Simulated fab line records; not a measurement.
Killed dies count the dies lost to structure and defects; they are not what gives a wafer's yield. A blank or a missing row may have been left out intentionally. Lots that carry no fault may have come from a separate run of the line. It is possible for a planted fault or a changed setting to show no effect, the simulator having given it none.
The tool behind it: which one? / flow sky130 / Sampling: 13 lots, 35 wafers, 5 of 708 route steps

WHAT THE GAUGES SHOWED, per wafer
The record holds no reading of a measuring or inspecting step that can be judged against a usual standard deviation.

WHAT TOOL EACH LOT RAN ON (gives the tool, then ch and the chambers of the sampled wafers, and finally the start)
lot=L673; SKY_METAL3_SPUTTER_04=pvdSputter-03, day 37 00:36; SKY_METAL5_SPUTTER_01=pvdSputter-04, day 43 13:44; SKY_PASSIVATION_STRIP_12=plasmaAsher-02 ch 0,1, day 45 11:00; SKY_PAD_OPEN_ETCH_07=rieDiel-01 ch 1,3, day 46 08:36; SKY_PAD_OPEN_PROBE_99=prober-01, day 46 11:01
lot=L675; SKY_METAL3_SPUTTER_04=pvdSputter-03, day 37 07:58; SKY_METAL5_SPUTTER_01=pvdSputter-04, day 43 17:38; SKY_PASSIVATION_STRIP_12=plasmaAsher-04 ch 0,1, day 45 15:25; SKY_PAD_OPEN_ETCH_07=rieDiel-04 ch 0,1,2, day 46 11:43; SKY_PAD_OPEN_PROBE_99=-
lot=L676; SKY_METAL3_SPUTTER_04=pvdSputter-02, day 37 13:35; SKY_METAL5_SPUTTER_01=pvdSputter-01, day 43 22:15; SKY_PASSIVATION_STRIP_12=plasmaAsher-03 ch 0,1, day 45 19:33; SKY_PAD_OPEN_ETCH_07=rieDiel-01 ch 0,1,2, day 46 16:37; SKY_PAD_OPEN_PROBE_99=-
lot=L677; SKY_METAL3_SPUTTER_04=pvdSputter-03, day 37 18:49; SKY_METAL5_SPUTTER_01=pvdSputter-01, day 44 03:20; SKY_PASSIVATION_STRIP_12=plasmaAsher-03 ch 1, day 45 23:25; SKY_PAD_OPEN_ETCH_07=rieDiel-04 ch 0, day 46 20:10; SKY_PAD_OPEN_PROBE_99=prober-01, day 46 22:32
lot=L678; SKY_METAL3_SPUTTER_04=pvdSputter-03, day 37 23:55; SKY_METAL5_SPUTTER_01=pvdSputter-03, day 44 07:53; SKY_PASSIVATION_STRIP_12=plasmaAsher-04 ch 0, day 46 03:59; SKY_PAD_OPEN_ETCH_07=rieDiel-04 ch 0, day 47 01:10; SKY_PAD_OPEN_PROBE_99=prober-01, day 47 03:41
lot=L681; SKY_METAL3_SPUTTER_04=pvdSputter-04, day 38 18:41; SKY_METAL5_SPUTTER_01=pvdSputter-03, day 45 02:10; SKY_PASSIVATION_STRIP_12=plasmaAsher-03 ch 0,1, day 46 20:43; SKY_PAD_OPEN_ETCH_07=rieDiel-04 ch 1,2, day 47 16:13; SKY_PAD_OPEN_PROBE_99=prober-01, day 47 18:38
lot=L682; SKY_METAL3_SPUTTER_04=pvdSputter-02, day 39 05:55; SKY_METAL5_SPUTTER_01=pvdSputter-04, day 45 10:44; SKY_PASSIVATION_STRIP_12=plasmaAsher-04 ch 0,1, day 47 05:34; SKY_PAD_OPEN_ETCH_07=rieDiel-04 ch 1,2,3, day 48 01:04; SKY_PAD_OPEN_PROBE_99=-
lot=L683; SKY_METAL3_SPUTTER_04=pvdSputter-02, day 39 14:42; SKY_METAL5_SPUTTER_01=pvdSputter-01, day 45 18:35; SKY_PASSIVATION_STRIP_12=plasmaAsher-03 ch 0,1, day 47 13:46; SKY_PAD_OPEN_ETCH_07=rieDiel-02 ch 0,1,2, day 48 08:22; SKY_PAD_OPEN_PROBE_99=prober-01, day 48 10:50
lot=L685; SKY_METAL3_SPUTTER_04=pvdSputter-02, day 40 01:29; SKY_METAL5_SPUTTER_01=pvdSputter-01, day 46 03:33; SKY_PASSIVATION_STRIP_12=plasmaAsher-03 ch 0,1, day 47 21:37; SKY_PAD_OPEN_ETCH_07=rieDiel-02 ch 0,3, day 48 15:55; SKY_PAD_OPEN_PROBE_99=prober-01, day 48 18:16
lot=L692; SKY_METAL3_SPUTTER_04=pvdSputter-02, day 41 22:13; SKY_METAL5_SPUTTER_01=pvdSputter-04, day 47 18:42; SKY_PASSIVATION_STRIP_12=plasmaAsher-03 ch 0,1, day 49 08:13; SKY_PAD_OPEN_ETCH_07=rieDiel-02 ch 0,1,2, day 50 00:40; SKY_PAD_OPEN_PROBE_99=prober-02, day 50 03:04
lot=L693; SKY_METAL3_SPUTTER_04=pvdSputter-02, day 42 08:44; SKY_METAL5_SPUTTER_01=pvdSputter-01, day 48 03:00; SKY_PASSIVATION_STRIP_12=plasmaAsher-04 ch 0,1, day 49 15:32; SKY_PAD_OPEN_ETCH_07=rieDiel-04 ch 1,2,3, day 50 07:46; SKY_PAD_OPEN_PROBE_99=-
lot=L694; SKY_METAL3_SPUTTER_04=pvdSputter-04, day 42 15:44; SKY_METAL5_SPUTTER_01=pvdSputter-04, day 48 06:34; SKY_PASSIVATION_STRIP_12=plasmaAsher-04 ch 0,1, day 49 19:08; SKY_PAD_OPEN_ETCH_07=rieDiel-02 ch 0,3, day 50 11:03; SKY_PAD_OPEN_PROBE_99=-
lot=L696; SKY_METAL3_SPUTTER_04=pvdSputter-03, day 42 23:53; SKY_METAL5_SPUTTER_01=pvdSputter-01, day 48 13:34; SKY_PASSIVATION_STRIP_12=plasmaAsher-03 ch 1, day 50 01:28; SKY_PAD_OPEN_ETCH_07=rieDiel-04 ch 0,1,2, day 50 16:39; SKY_PAD_OPEN_PROBE_99=-
- SKY_METAL3_SPUTTER_04: material TiN, target thk 70 nm, time 58.3 s.
- SKY_METAL5_SPUTTER_01: material TiN, target thk 20 nm, time 16.7 s.
- SKY_PASSIVATION_STRIP_12: strips in O2/N2.
- SKY_PAD_OPEN_ETCH_07: etches the open film in CF4/O2, stops on AlCu, target depth 725 nm, time 161.1 s.
- SKY_PAD_OPEN_PROBE_99

AS READ BY THE TOOLS THEMSELVES (means over the sampled wafers that have a number; for cases with no such wafer, the mark the record gives instead)
SKY_METAL3_SPUTTER_04.
lot=L673; tool=pvdSputter-03; throttleValvePct (%)=28.9
lot=L675; tool=pvdSputter-03; throttleValvePct (%)=29.8
lot=L676; tool=pvdSputter-02; throttleValvePct (%)=30.0
lot=L677; tool=pvdSputter-03; throttleValvePct (%)=29.0
lot=L678; tool=pvdSputter-03; throttleValvePct (%)=29.0
lot=L681; tool=pvdSputter-04; throttleValvePct (%)=29.5
lot=L682; tool=pvdSputter-02; throttleValvePct (%)=29.8
lot=L683; tool=pvdSputter-02; throttleValvePct (%)=29.8
lot=L685; tool=pvdSputter-02; throttleValvePct (%)=30.8
lot=L692; tool=pvdSputter-02; throttleValvePct (%)=31.0
lot=L693; tool=pvdSputter-02; throttleValvePct (%)=30.6
lot=L694; tool=pvdSputter-04; throttleValvePct (%)=30.1
lot=L696; tool=pvdSputter-03; throttleValvePct (%)=30.9

SKY_METAL5_SPUTTER_01.
lot=L673; tool=pvdSputter-04; throttleValvePct (%)=29.8
lot=L675; tool=pvdSputter-04; throttleValvePct (%)=30.4
lot=L676; tool=pvdSputter-01; throttleValvePct (%)=29.3
lot=L677; tool=pvdSputter-01; throttleValvePct (%)=28.6
lot=L678; tool=pvdSputter-03; throttleValvePct (%)=31.9
lot=L681; tool=pvdSputter-03; throttleValvePct (%)=29.8
lot=L682; tool=pvdSputter-04; throttleValvePct (%)=30.1
lot=L683; tool=pvdSputter-01; throttleValvePct (%)=30.3
lot=L685; tool=pvdSputter-01; throttleValvePct (%)=30.5
lot=L692; tool=pvdSputter-04; throttleValvePct (%)=30.4
lot=L693; tool=pvdSputter-01; throttleValvePct (%)=30.1
lot=L694; tool=pvdSputter-04; throttleValvePct (%)=30.7
lot=L696; tool=pvdSputter-01; throttleValvePct (%)=30.0

SKY_PASSIVATION_STRIP_12.
lot=L673; tool=plasmaAsher-02; drypumpMotorCurrentA (A)=5.7; oesProductAu (a.u.)=0.661; stripTimeToEndpointS (s)=31.63
lot=L675; tool=plasmaAsher-04; drypumpMotorCurrentA (A)=5.8; oesProductAu (a.u.)=0.661; stripTimeToEndpointS (s)=31.72
lot=L676; tool=plasmaAsher-03; drypumpMotorCurrentA (A)=6.2; oesProductAu (a.u.)=0.663; stripTimeToEndpointS (s)=31.77
lot=L677; tool=plasmaAsher-03; drypumpMotorCurrentA (A)=5.9; oesProductAu (a.u.)=0.659; stripTimeToEndpointS (s)=31.49
lot=L678; tool=plasmaAsher-04; drypumpMotorCurrentA (A)=5.9; oesProductAu (a.u.)=0.656; stripTimeToEndpointS (s)=31.64
lot=L681; tool=plasmaAsher-03; drypumpMotorCurrentA (A)=6.2; oesProductAu (a.u.)=0.662; stripTimeToEndpointS (s)=31.73
lot=L682; tool=plasmaAsher-04; drypumpMotorCurrentA (A)=5.8; oesProductAu (a.u.)=0.657; stripTimeToEndpointS (s)=31.63
lot=L683; tool=plasmaAsher-03; drypumpMotorCurrentA (A)=6.1; oesProductAu (a.u.)=0.659; stripTimeToEndpointS (s)=31.83
lot=L685; tool=plasmaAsher-03; drypumpMotorCurrentA (A)=6.2; oesProductAu (a.u.)=0.659; stripTimeToEndpointS (s)=31.58
lot=L692; tool=plasmaAsher-03; drypumpMotorCurrentA (A)=6.2; oesProductAu (a.u.)=0.668; stripTimeToEndpointS (s)=31.86
lot=L693; tool=plasmaAsher-04; drypumpMotorCurrentA (A)=5.8; oesProductAu (a.u.)=0.662; stripTimeToEndpointS (s)=31.76
lot=L694; tool=plasmaAsher-04; drypumpMotorCurrentA (A)=5.7; oesProductAu (a.u.)=0.656; stripTimeToEndpointS (s)=31.74
lot=L696; tool=plasmaAsher-03; drypumpMotorCurrentA (A)=5.9; oesProductAu (a.u.)=0.662; stripTimeToEndpointS (s)=31.76

SKY_PAD_OPEN_ETCH_07.
lot=L673; tool=rieDiel-01; cf4FlowSccm (sccm)=79.91; drypumpMotorCurrentA (A)=5.6; oesProductAu (a.u.)=0.978; rfFwdPowerW (W)=799.7; throttleValvePct (%)=5.965
lot=L675; tool=rieDiel-04; cf4FlowSccm (sccm)=80.11; drypumpMotorCurrentA (A)=5.8; oesProductAu (a.u.)=0.979; rfFwdPowerW (W)=795.7; throttleValvePct (%)=5.962
lot=L676; tool=rieDiel-01; cf4FlowSccm (sccm)=79.93; drypumpMotorCurrentA (A)=5.4; oesProductAu (a.u.)=0.968; rfFwdPowerW (W)=795.8; throttleValvePct (%)=5.966
lot=L677; tool=rieDiel-04; cf4FlowSccm (sccm)=79.84; drypumpMotorCurrentA (A)=5.8; oesProductAu (a.u.)=0.979; rfFwdPowerW (W)=795.5; throttleValvePct (%)=5.971
lot=L678; tool=rieDiel-04; cf4FlowSccm (sccm)=80.05; drypumpMotorCurrentA (A)=5.8; oesProductAu (a.u.)=0.975; rfFwdPowerW (W)=800.4; throttleValvePct (%)=5.968
lot=L681; tool=rieDiel-04; cf4FlowSccm (sccm)=79.97; drypumpMotorCurrentA (A)=6.0; oesProductAu (a.u.)=0.989; rfFwdPowerW (W)=796.6; throttleValvePct (%)=5.965
lot=L682; tool=rieDiel-04; cf4FlowSccm (sccm)=79.88; drypumpMotorCurrentA (A)=5.5; oesProductAu (a.u.)=0.981; rfFwdPowerW (W)=798.1; throttleValvePct (%)=5.965
lot=L683; tool=rieDiel-02; cf4FlowSccm (sccm)=79.93; drypumpMotorCurrentA (A)=5.4; oesProductAu (a.u.)=0.980; rfFwdPowerW (W)=796.2; throttleValvePct (%)=5.960
lot=L685; tool=rieDiel-02; cf4FlowSccm (sccm)=79.92; drypumpMotorCurrentA (A)=5.8; oesProductAu (a.u.)=0.984; rfFwdPowerW (W)=794.7; throttleValvePct (%)=5.961
lot=L692; tool=rieDiel-02; cf4FlowSccm (sccm)=80.12; drypumpMotorCurrentA (A)=5.4; oesProductAu (a.u.)=0.970; rfFwdPowerW (W)=795.4; throttleValvePct (%)=5.961
lot=L693; tool=rieDiel-04; cf4FlowSccm (sccm)=79.91; drypumpMotorCurrentA (A)=5.5; oesProductAu (a.u.)=0.975; rfFwdPowerW (W)=795.8; throttleValvePct (%)=5.967
lot=L694; tool=rieDiel-02; cf4FlowSccm (sccm)=80.04; drypumpMotorCurrentA (A)=5.4; oesProductAu (a.u.)=0.972; rfFwdPowerW (W)=798.0; throttleValvePct (%)=5.967
lot=L696; tool=rieDiel-04; cf4FlowSccm (sccm)=80.06; drypumpMotorCurrentA (A)=5.8; oesProductAu (a.u.)=0.984; rfFwdPowerW (W)=796.4; throttleValvePct (%)=5.959

SKY_PAD_OPEN_PROBE_99.
lot=L673 tool=prober-01 killed_at_M0_to_M3=47 killed_at_M4_up=4.3 killedAtContacts=29 killedAtFrontEnd=13 killedAtOther=0.3 killedDies=93 killedOpen=52 killedShort=42
lot=L677 tool=prober-01 killed_at_M0_to_M3=91 killed_at_M4_up=5.0 killedAtContacts=17 killedAtFrontEnd=13 killedAtOther=0.0 killedDies=126 killedOpen=46 killedShort=28
lot=L678 tool=prober-01 killed_at_M0_to_M3=89 killed_at_M4_up=3.0 killedAtContacts=13 killedAtFrontEnd=10 killedAtOther=0.0 killedDies=115 killedOpen=32 killedShort=33
lot=L681 tool=prober-01 killed_at_M0_to_M3=40 killed_at_M4_up=3.3 killedAtContacts=19 killedAtFrontEnd=18 killedAtOther=0.0 killedDies=80 killedOpen=39 killedShort=42
lot=L683 tool=prober-01 killed_at_M0_to_M3=43 killed_at_M4_up=3.0 killedAtContacts=21 killedAtFrontEnd=14 killedAtOther=0.0 killedDies=81 killedOpen=47 killedShort=34
lot=L685 tool=prober-01 killed_at_M0_to_M3=45 killed_at_M4_up=3.3 killedAtContacts=26 killedAtFrontEnd=13 killedAtOther=0.0 killedDies=87 killedOpen=50 killedShort=37
lot=L692 tool=prober-02 killed_at_M0_to_M3=43 killed_at_M4_up=3.7 killedAtContacts=29 killedAtFrontEnd=10 killedAtOther=0.3 killedDies=87 killedOpen=45 killedShort=41

THE ANSWER, worked out from the rows above alone
Rule: the lots themselves supply what counts as usual. Put in order of their means at a reading, lots are off if they are a third of the lots or fewer, leave a main group of 4 or more, and stand apart from it by a gap of 3 or more times the standard deviation of the main group's means; of several such gaps the widest counts. A main group is skipped when, at the precision printed for the reading in the tables above, its means are all equal. A lot without any number at a reading at which 4 lots or more have one is off too. Where the step has rows for the other lots, those lots are counted as sound. The gauges are gone through in route order, then the tools' own readings, and for those a lot's mean is taken as printed above. The first step at which some lot is off is used, and at that step the reading that is off furthest; a lot without a number counts as furthest.
Off: L677, L678, at SKY_PAD_OPEN_PROBE_99 (killed_at_M0_to_M3). The main group: mean 44, standard deviation 2.3. Neither off nor sound, because the step has no rows for them: L675, L676, L682, L693, L694, L696.
A tool fits if, at that step or a process step before it, it ran every lot that is off, and no sound lot after the first of them. One candidate fits, namely pvdSputter-03 at SKY_METAL3_SPUTTER_04. A fault onset in the window from L673 (day 37 00:36, its last sound lot) to L677 (day 37 18:49, its first lot off) fits.

WHAT HAD BEEN PUT IN BY THE SIMULATOR
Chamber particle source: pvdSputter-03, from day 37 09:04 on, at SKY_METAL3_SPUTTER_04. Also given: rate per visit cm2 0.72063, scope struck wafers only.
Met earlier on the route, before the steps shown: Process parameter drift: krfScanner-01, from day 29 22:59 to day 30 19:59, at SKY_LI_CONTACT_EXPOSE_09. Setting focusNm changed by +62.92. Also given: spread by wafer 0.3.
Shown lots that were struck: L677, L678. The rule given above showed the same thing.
